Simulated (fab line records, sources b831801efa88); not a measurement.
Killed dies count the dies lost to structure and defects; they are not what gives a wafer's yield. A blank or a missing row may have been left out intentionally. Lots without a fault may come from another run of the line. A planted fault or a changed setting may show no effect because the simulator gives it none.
A lot that was struck, set against a sound lot / flow sky130 / 15 out of 708 route steps
Sound: the wafers L128.2, L128.5, L128.6. The struck wafers were L123.1, L123.2, L123.5. At the end, the cause is stated.
Each step with rows lists, per side, the tool, then ch with its chambers, then its first start. Under that, the readings that differ: sound wafers / struck wafers / difference of the means / sigmas: that difference in standard deviations of wafers without a fault.
alike: readings whose means differ by less than 2 such deviations, and words and numbers that are the same on both sides. not compared: withheld readings, readings that some wafer has no value for, bounds like >300 that may hide the same value, and numbers for which the record gives no deviation and whose values overlap.
The two part at a step that has a row with sigmas, a row that says differs or no value, or rows on one side only. Numbers that don't overlap but have no deviation are shown without sigmas and don't part them. A reading that every wafer of one side lacks parts them only if that side has two wafers or more.

SKY_VIA1_ETCH_15: etches SiO2 in C4F8/O2/Ar, stops on TiN, target depth 351 nm, time 54 s.
  sound on rie-diel-04 ch 0,1,2, day 39 04:49; struck on rie-diel-04 ch 1,2,3, day 38 02:34
  alike: oes-product-au
  not compared: rf-hours-counter-h
SKY_VIA1_STRIP_16: strips in O2/N2.
  sound on plasma-asher-04 ch 0,1, day 39 04:52; struck on plasma-asher-01 ch 0,1, day 38 02:37
  alike: drypump-motor-current-A, oes-product-au, strip-time-to-endpoint-s
  not compared: rf-hours-counter-h
then, 3 steps without rows for these wafers: SKY_VIA1_STRIP_17 (strips in post etch residue remover, time 1200 s); SKY_VIA1_CLEAN_18 (cleans in IPA, time 180 s); SKY_VIA1_CLEAN_19 (cleans in O3/DIW).
SKY_VIA1_SPUTTER_20: material TiN, target thk 20 nm, time 80 s.
  sound on pvd-sputter-01, day 39 05:28; struck on pvd-sputter-03, day 38 03:14
  alike: chamber-pressure-pa, throttle-valve-pct
then, 1 step without rows for these wafers: SKY_VIA1_CVD_21 (deposits W, target thk 270 nm, time 80.902 s).
SKY_VIA1_RS_MEAS_22: uses a four-point probe to measure.
  sound on film-metro-03, day 39 05:38; struck on film-metro-04, day 38 03:23
  alike: VIA1_W_RS
SKY_VIA1_THK_MEAS_23: measures by xrf.
  sound on film-metro-03, day 39 05:45; struck on film-metro-04, day 38 03:31
reading=VIA1_W_THK (nm); sound=266 266 268; struck=272 276 272; difference=+7; sigmas=+2
then, 2 steps without rows for these wafers: SKY_VIA1_CMP_24 (polishes, stops on SiO2, t overpolish 15 s, target thk 0 nm); SKY_METAL2_SPUTTER_00 (material Ti, target thk 15 nm, time 10 s).
SKY_METAL2_SPUTTER_01: material TiN, target thk 20 nm, time 16.7 s.
  sound on pvd-sputter-01, day 39 06:07; struck on pvd-sputter-02, day 38 03:55
  alike: chamber-pressure-pa, throttle-valve-pct
SKY_METAL2_SPUTTER_02: material AlCu, target thk 250 nm, time 13.3 s.
  sound on pvd-sputter-01, day 39 06:09; struck on pvd-sputter-02, day 38 03:57
reading=chamber-pressure-pa (Pa); sound=0.3982 0.4011 0.4005; struck=0.3864 0.3895 0.3874; difference=-0.0122; sigmas=-15
  alike: throttle-valve-pct
SKY_METAL2_SPUTTER_03: material Ti, target thk 5 nm, time 3.3 s.
  sound on pvd-sputter-01, day 39 06:10; struck on pvd-sputter-02, day 38 03:58
  alike: chamber-pressure-pa, throttle-valve-pct
-- the record jumps here: 11 days lie between the struck wafers' starts before and after (it left off in module METAL2 and takes up again in module PAD_OPEN, whose first step shown is number 708 of the route) --
SKY_PAD_OPEN_PROBE_99:
  sound on prober-01, day 49 20:17; struck on prober-02, day 49 04:30
  alike: defect-limited-yield, killed_at_M0_to_M3, killed_at_M4_up, killed-at-contacts, killed-at-front-end, killed-at-other, killed-dies, killed-open, killed-short, sort_bin_3_pad_short, sort_bin_5_function, sort_bin_6_memory, sort-n-pass, sort-yield-pct

== WHERE THEY PART ==
At SKY_VIA1_THK_MEAS_23 first; at SKY_METAL2_SPUTTER_02 last (within this record only). Later steps at which nothing parts them and some readings are alike: SKY_METAL2_SPUTTER_03, SKY_PAD_OPEN_PROBE_99.

WHY: what had been put in by the simulator
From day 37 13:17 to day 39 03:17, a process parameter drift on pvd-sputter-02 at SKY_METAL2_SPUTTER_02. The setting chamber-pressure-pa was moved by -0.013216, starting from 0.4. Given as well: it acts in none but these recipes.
